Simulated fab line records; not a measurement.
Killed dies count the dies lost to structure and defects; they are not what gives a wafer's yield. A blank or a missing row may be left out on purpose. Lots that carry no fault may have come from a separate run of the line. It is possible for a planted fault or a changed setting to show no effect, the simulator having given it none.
fab line records -- flow sky130
record: lots: 11, wafers: 30, last-day: 50
route steps=708 shown FIELD_ISO@25 DNWELL@43 VIA1@460 METAL3@536
lots that met no fault: taken from a fault-free run of the same line
start-h: the number of hours between the record's first day and the start of the first shown wafer of the lot -- wait-h: hours since the lot's step before -- " same as the row above -- L1.1+2: a row that stands for several wafers -- - value missing, or start not given -- * or withheld: withheld -- < > ~ a bound
route shown NAME@n: names a module that has steps shown in the file, with the first one's number in the route -- usual: mean and standard deviation over wafers with no fault -- same: alike in all rows -- chamber/n: place in a boat -- sites: the reading at each site -- _std_site: standard deviation across them -- _edge_site: outer sites' mean less inner sites' -- radius-mm: for every site, how far away it sits from the centre of the wafer -- mask NAME#n: copy n -- behind: the last tool/chamber to shape the wafer -- hold: why the lot went on hold/how many hours it stayed there/how the hold came to an end -- device: whichever transistor did not switch (one of n, p or np) -- end of line: tests run on the same wafers once the route is complete -- a step given without rows: its recipe and nothing more -- killed: at the first sort, the dies lost to defects and structure; wafer yield is something else -- map: a wafer's dies, marking killed ones x, the rest . and places with no die _
set.NAME: the setting as run; set.NAME@STEP: as run at that earlier step -- model.NAME: the simulator's own value behind a step, which no gauge read
the route's steps for a sample of lots (tables are steps, rows are wafers)
services: a tool's chamber out of use, with start hour (start-h, from the record's first day; less than 0 if before it), hours out, and reason
== steps ==
step: SKY_FIELD_ISO_CVD_24
recipe: material: SiO2, target-thk-nm: 595, temp-c: 650, sigma-open-frac: 0.3, time-s: 99.2, sih4-flow-sccm: 60, pressure-mtorr: 6
lot.wafer,tool,chamber,start-h,wait-h
L704.1+4+6,hdpcvd-02,"1,2,1",30.57,0.1
L705.1+2+6,hdpcvd-01,"0,2,1",35.69,0.1
L706.3+5+6,hdpcvd-01,"0,1,2",43.89,0.0
L709.1+2,hdpcvd-02,"1,0",62.59,0.1
L714.1+2,hdpcvd-02,"0,1",85.20,0.1
L715.1+6,hdpcvd-02,"1,0",91.95,0.1
L719.2+5+6,hdpcvd-01,"1,1,0",108.24,0.0
L721.2+3+5,hdpcvd-01,"1,2,1",120.20,0.0
L722.3+5+6,hdpcvd-01,"2,2,1",130.37,0.0
L724.2+3+4,hdpcvd-01,"0,1,1",137.30,0.0
L726.1+3+5,hdpcvd-01,"0,1,1",145.69,0.1
step: SKY_FIELD_ISO_THK_MEAS_25
recipe: reads: SiO2_of_FIELD_ISO_CVD_24
usual: FIELD_ISO_CVD_24_THK: 593/6
lot.wafer,tool,chamber,start-h,wait-h,FIELD_ISO_CVD_24_THK[nm]
L704.1,film-metro-03,-,30.64,0.0,596
L704.4,film-metro-03,-,30.64,0.0,593
L704.6,film-metro-03,-,30.64,0.0,590
L705.1,film-metro-03,-,35.76,0.0,596
L705.2,film-metro-03,-,35.76,0.0,596
L705.6,film-metro-03,-,35.76,0.0,599
L706.3,film-metro-03,-,43.98,0.1,591
L706.5,film-metro-03,-,43.98,0.1,593
L706.6,film-metro-03,-,43.98,0.1,591
L709.1,film-metro-01,-,62.67,0.0,1028
L709.2,film-metro-01,-,62.67,0.0,593
L714.1,film-metro-01,-,85.27,0.0,1052
L714.2,film-metro-01,-,85.27,0.0,596
L715.1,film-metro-02,-,92.02,0.0,1039
L715.6,film-metro-02,-,92.02,0.0,1046
L719.2,film-metro-01,-,108.32,0.0,587
L719.5,film-metro-01,-,108.32,0.0,591
L719.6,film-metro-01,-,108.32,0.0,594
L721.2,film-metro-02,-,120.28,0.0,603
L721.3,film-metro-02,-,120.28,0.0,596
L721.5,film-metro-02,-,120.28,0.0,600
L722.3,film-metro-01,-,130.46,0.1,591
L722.5,film-metro-01,-,130.46,0.1,601
L722.6,film-metro-01,-,130.46,0.1,596
L724.2,film-metro-01,-,137.38,0.0,593
L724.3,film-metro-01,-,137.38,0.0,592
L724.4,film-metro-01,-,137.38,0.0,597
L726.1,film-metro-01,-,145.77,0.0,598
L726.3,film-metro-01,-,145.77,0.0,591
L726.5,film-metro-01,-,145.77,0.0,593
step: SKY_FIELD_ISO_CMP_27
recipe: stop-on: Si3N4, t-overpolish-s: 16, down-force-psi: 4, platen-rpm: 60, target-thk-nm: 457.8, pad-velocity-m-s: 0.94248
usual: motor-current-A: 12.6/1.3, slurry-filter-dp-kPa: 13.50/0.13, time-to-endpoint-s: 112/3.6
lot.wafer,tool,chamber,start-h,wait-h,motor-current-A,slurry-filter-dp-kPa,time-to-endpoint-s
L704.4,cmp-02,0,33.24,0.0,12.5,13.56,112
L704.1,cmp-02,3,33.24,0.0,13.8,13.45,112
L704.6,cmp-02,0,33.24,0.0,12.1,13.51,109
L705.1,cmp-02,3,38.64,0.0,13.6,13.40,108
L705.2,cmp-02,0,38.64,0.0,11.9,13.24,108
L705.6,cmp-02,0,38.64,0.0,12.3,13.44,108
L706.3,cmp-01,0,45.57,0.1,13.4,13.49,114
L706.5,cmp-01,3,45.57,0.1,11.9,13.69,121
L706.6,cmp-01,0,45.57,0.1,13.5,13.19,115
L709.1,cmp-02,3,66.54,0.1,13.4,13.32,196
L709.2,cmp-02,0,66.54,0.1,12.5,13.55,111
L714.1,cmp-01,1,88.13,0.0,9.1,13.58,192
L714.2,cmp-01,0,88.13,0.0,14.2,13.76,107
L715.1,cmp-02,3,95.41,0.1,13.2,13.43,200
L715.6,cmp-02,2,95.41,0.1,13.6,13.42,206
L719.2,cmp-02,1,111.13,0.1,13.2,13.46,104
L719.5,cmp-02,0,111.13,0.1,12.0,13.73,112
L719.6,cmp-02,1,111.13,0.1,13.2,13.47,107
L721.3,cmp-02,3,121.93,0.1,13.7,13.68,115
L721.2,cmp-02,0,121.93,0.1,11.9,13.47,115
L721.5,cmp-02,2,121.93,0.1,13.0,13.43,116
L722.3,cmp-02,1,132.15,0.1,13.2,13.52,107
L722.5,cmp-02,2,132.15,0.1,12.9,13.63,111
L722.6,cmp-02,3,132.15,0.1,13.7,13.64,112
L724.2,cmp-02,1,141.48,0.0,13.6,13.27,106
L724.4,cmp-02,2,141.48,0.0,13.4,13.36,110
L724.3,cmp-02,0,141.48,0.0,12.4,13.46,114
L726.1,cmp-01,3,148.53,0.1,11.5,13.51,117
L726.3,cmp-01,1,148.53,0.1,9.1,13.42,110
L726.5,cmp-01,2,148.53,0.1,13.6,13.42,111
step: SKY_DNWELL_STRIP_08
recipe: chemistry: O2/N2, power-w: 1400, pressure-mtorr: 1500, platen-temp-c: withheld, o2-flow-sccm: 3000, n2-flow-sccm: 300, overash-fraction: 0.5
usual: drypump-motor-current-A: 5.5/0.57, oes-product-au: 0.723/0.0042, strip-time-to-endpoint-s: 36.91/0.12
lot.wafer,tool,chamber,start-h,wait-h,drypump-motor-current-A,oes-product-au,rf-hours-counter-h,strip-time-to-endpoint-s
L704.1,plasma-asher-01,0,51.08,0.1,5.0,0.720,38,36.81
L704.4,plasma-asher-01,1,51.08,0.1,4.8,0.720,-,36.66
L704.6,plasma-asher-01,0,51.08,0.1,5.0,0.720,-,36.77
L705.1,plasma-asher-03,1,58.01,0.1,6.4,0.725,38,36.98
L705.2,plasma-asher-03,0,58.01,0.1,5.4,0.723,38,37.08
L705.6,plasma-asher-03,1,58.01,0.1,6.4,0.722,-,36.95
L706.3,plasma-asher-01,0,64.88,0.1,5.0,0.730,-,37.05
L706.5,plasma-asher-01,1,64.88,0.1,4.8,0.725,-,37.08
L706.6,plasma-asher-01,0,64.88,0.1,5.0,0.720,-,36.98
L709.1,plasma-asher-03,0,85.98,0.1,5.4,0.717,40,36.98
L709.2,plasma-asher-03,1,85.98,0.1,6.4,0.723,40,36.92
L714.1,plasma-asher-03,1,110.10,0.1,6.4,0.720,43,36.87
L714.2,plasma-asher-03,0,110.10,0.1,5.4,0.723,43,36.86
L715.1,plasma-asher-04,1,116.85,0.1,6.0,0.714,31,36.92
L715.6,plasma-asher-04,1,116.85,0.1,6.0,0.721,-,36.85
L719.2,plasma-asher-04,1,131.68,0.1,6.0,0.720,33,36.99
L719.5,plasma-asher-04,0,131.68,0.1,5.7,0.730,-,36.99
L719.6,plasma-asher-04,1,131.68,0.1,5.9,0.730,-,36.97
L721.2,plasma-asher-04,1,143.18,0.1,6.0,0.722,34,36.95
L721.3,plasma-asher-04,1,143.18,0.1,6.0,0.731,-,36.87
L721.5,plasma-asher-04,0,143.18,0.1,5.6,0.722,-,36.89
L722.3,plasma-asher-01,1,153.60,0.1,4.8,0.718,-,36.74
L722.5,plasma-asher-01,1,153.60,0.1,4.8,0.727,-,36.86
L722.6,plasma-asher-01,0,153.60,0.1,5.0,0.720,-,36.79
L724.2,plasma-asher-03,1,165.01,0.1,6.3,0.720,48,36.80
L724.3,plasma-asher-03,1,165.01,0.1,6.3,0.722,-,36.87
L724.4,plasma-asher-03,0,165.01,0.1,5.4,0.719,-,36.92
L726.1,plasma-asher-04,1,170.71,0.1,6.0,0.725,37,36.66
L726.3,plasma-asher-04,0,170.71,0.1,5.6,0.723,-,36.79
L726.5,plasma-asher-04,1,170.71,0.1,6.0,0.722,-,36.87
step: SKY_VIA1_CMP_02
recipe: material: SiO2, down-force-psi: 4, platen-rpm: 60, pad-velocity-m-s: 0.94248
usual: motor-current-A: 12.5/1.4, slurry-filter-dp-kPa: 13.50/0.15
lot.wafer,tool,chamber,start-h,wait-h,motor-current-A,slurry-filter-dp-kPa
L704.1,cmp-01,3,761.19,0.1,11.5,13.57
L704.4,cmp-01,0,761.19,0.1,13.9,13.59
L704.6,cmp-01,2,761.19,0.1,13.0,13.60
L705.2,cmp-02,0,769.08,0.0,12.5,13.71
L705.1,cmp-02,3,769.08,0.0,13.6,13.37
L705.6,cmp-02,1,769.08,0.0,12.5,13.64
L706.3,cmp-01,3,782.88,0.1,11.5,13.41
L706.6,cmp-01,1,782.88,0.1,8.6,13.52
L706.5,cmp-01,2,782.88,0.1,13.8,13.45
L709.2,cmp-02,3,812.18,0.1,13.6,13.31
L709.1,cmp-02,1,812.18,0.1,12.7,13.49
L714.1,cmp-02,2,851.37,0.1,12.9,13.42
L714.2,cmp-02,0,851.37,0.1,12.6,13.64
L715.1,cmp-01,1,858.59,0.1,8.9,13.34
L715.6,cmp-01,3,858.59,0.1,11.4,13.76
L719.2,cmp-01,3,877.76,0.1,11.6,13.69
L719.6,cmp-01,2,877.76,0.1,13.7,13.51
L719.5,cmp-01,3,877.76,0.1,11.0,13.62
L721.3,cmp-02,2,895.61,0.0,12.4,13.61
L721.2,cmp-02,1,895.61,0.0,12.5,13.27
L721.5,cmp-02,2,895.61,0.0,12.3,13.23
L722.3,cmp-01,0,909.38,0.1,13.5,13.35
L722.6,cmp-01,3,909.38,0.1,11.6,13.55
L722.5,cmp-01,0,909.38,0.1,13.6,13.57
L724.4,cmp-02,2,919.61,0.1,13.3,13.53
L724.3,cmp-02,3,919.61,0.1,14.2,13.70
L724.2,cmp-02,0,919.61,0.1,12.4,13.47
L726.3,cmp-01,0,925.51,0.1,13.3,13.71
L726.1,cmp-01,1,925.51,0.1,9.2,13.50
L726.5,cmp-01,0,925.51,0.1,13.6,13.36
step: SKY_METAL3_SPUTTER_04
recipe: material: TiN, target-thk-nm: 70, power-w: 6500, time-s: 58.3, chamber-pressure-pa: 0.4
usual: chamber-pressure-pa: 0.4000/0.00078, throttle-valve-pct: 30.2/0.59
same: time-s: 58.3
lot.wafer,tool,chamber,start-h,wait-h,chamber-pressure-pa,throttle-valve-pct
L704.1,pvd-sputter-02,-,844.57,0.0,0.4000,29.8
L704.4,pvd-sputter-02,-,844.57,0.0,0.4002,30.7
L704.6,pvd-sputter-02,-,844.57,0.0,0.3996,30.8
L705.1,pvd-sputter-02,-,854.18,0.0,0.3999,30.6
L705.2,pvd-sputter-02,-,854.18,0.0,0.4001,29.7
L705.6,pvd-sputter-02,-,854.18,0.0,0.3981,30.5
L706.3,pvd-sputter-04,-,866.20,0.0,0.3986,31.4
L706.5,pvd-sputter-04,-,866.20,0.0,0.4005,30.4
L706.6,pvd-sputter-04,-,866.20,0.0,0.4003,30.2
L709.1,pvd-sputter-03,-,895.20,0.0,0.4004,30.0
L709.2,pvd-sputter-03,-,895.20,0.0,0.4002,30.5
L714.1,pvd-sputter-04,-,933.78,0.0,0.3996,30.1
L714.2,pvd-sputter-04,-,933.78,0.0,0.4003,31.3
L715.1,pvd-sputter-03,-,939.66,0.0,0.3999,29.6
L715.6,pvd-sputter-03,-,939.66,0.0,0.4000,29.7
L719.2,pvd-sputter-03,-,958.00,0.0,0.4007,30.2
L719.5,pvd-sputter-03,-,958.00,0.0,0.3989,30.2
L719.6,pvd-sputter-03,-,958.00,0.0,0.3992,29.5
L721.2,pvd-sputter-04,-,974.14,0.0,0.3995,31.3
L721.3,pvd-sputter-04,-,974.14,0.0,0.4005,29.3
L721.5,pvd-sputter-04,-,974.14,0.0,0.3995,31.0
L722.3,pvd-sputter-04,-,986.98,0.0,0.4005,31.2
L722.5,pvd-sputter-04,-,986.98,0.0,0.4010,30.7
L722.6,pvd-sputter-04,-,986.98,0.0,0.4015,31.5
L724.2,pvd-sputter-03,-,997.86,0.0,0.3996,29.7
L724.3,pvd-sputter-03,-,997.86,0.0,0.3999,30.6
L724.4,pvd-sputter-03,-,997.86,0.0,0.4002,30.1
L726.1,pvd-sputter-04,-,1003.85,0.0,0.3990,30.7
L726.3,pvd-sputter-04,-,1003.85,0.0,0.4003,29.2
L726.5,pvd-sputter-04,-,1003.85,0.0,0.4000,30.6
== services ==
tool,chamber,start-h,hours,kind
cmp-01,-,48.02,1.1,repair
cmp-01,-,64.19,4.0,pm
cmp-01,-,76.44,6.2,repair
cmp-01,-,99.05,4.1,pm
cmp-02,-,146.18,5.5,pm
cmp-01,-,195.84,2.5,repair
cmp-02,-,209.31,6.4,pm
cmp-02,-,232.00,4.0,pm
cmp-02,-,293.41,2.5,repair
cmp-02,-,347.81,1.3,repair
cmp-02,-,352.00,11.6,repair
cmp-02,-,432.88,2.8,repair
cmp-02,-,515.33,5.2,pm
cmp-02,-,572.00,4.0,pm
cmp-02,-,584.18,1.1,repair
cmp-02,-,593.17,2.0,repair
cmp-02,-,617.82,3.0,repair
cmp-02,-,754.58,13.4,pm
cmp-02,-,779.32,2.6,repair
cmp-02,-,865.27,7.5,pm
cmp-02,-,880.08,1.1,repair
cmp-02,-,884.18,3.6,pm
cmp-02,-,912.00,4.0,pm
cmp-02,-,994.94,0.5,repair
== key ==
first-sign: step: SKY_FIELD_ISO_THK_MEAS_25, reading: FIELD_ISO_CVD_24_THK, direction: up, sigmas: 74, usual: 593, struck: 1041
effect: step: SKY_FIELD_ISO_CMP_27, reading: time-to-endpoint-s, direction: up, sigmas: 24, usual: *, struck: *
met-at SKY_FIELD_ISO_CVD_24
struck-lots L709,L714,L715
struck-wafers L709.1,L714.1,L715.1,L715.6
tester-left-out L709,L714,L715
not-acting-at SKY_DNWELL_STRIP_08,SKY_VIA1_CMP_02,SKY_METAL3_SPUTTER_04
onset-between 30.57 62.59
fault: kind: process-parameter-drift, tool: hdpcvd-02, chamber: -, onset-h: 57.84, steps: SKY_FIELD_ISO_CVD_24, channel: target-thk-nm, offset: 446.7, shape: step, end-h: 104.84, scope: struck-wafers-only, acts-in: these-recipes-only, stated: 595
tester-left-out: of these lots the tester's yield and bins aren't shown, on N5 and GAA mostly nor the transistor test; their killed dies are dies lost to structure and defects alone, not to doping, threshold or leakage, so they don't give the yield
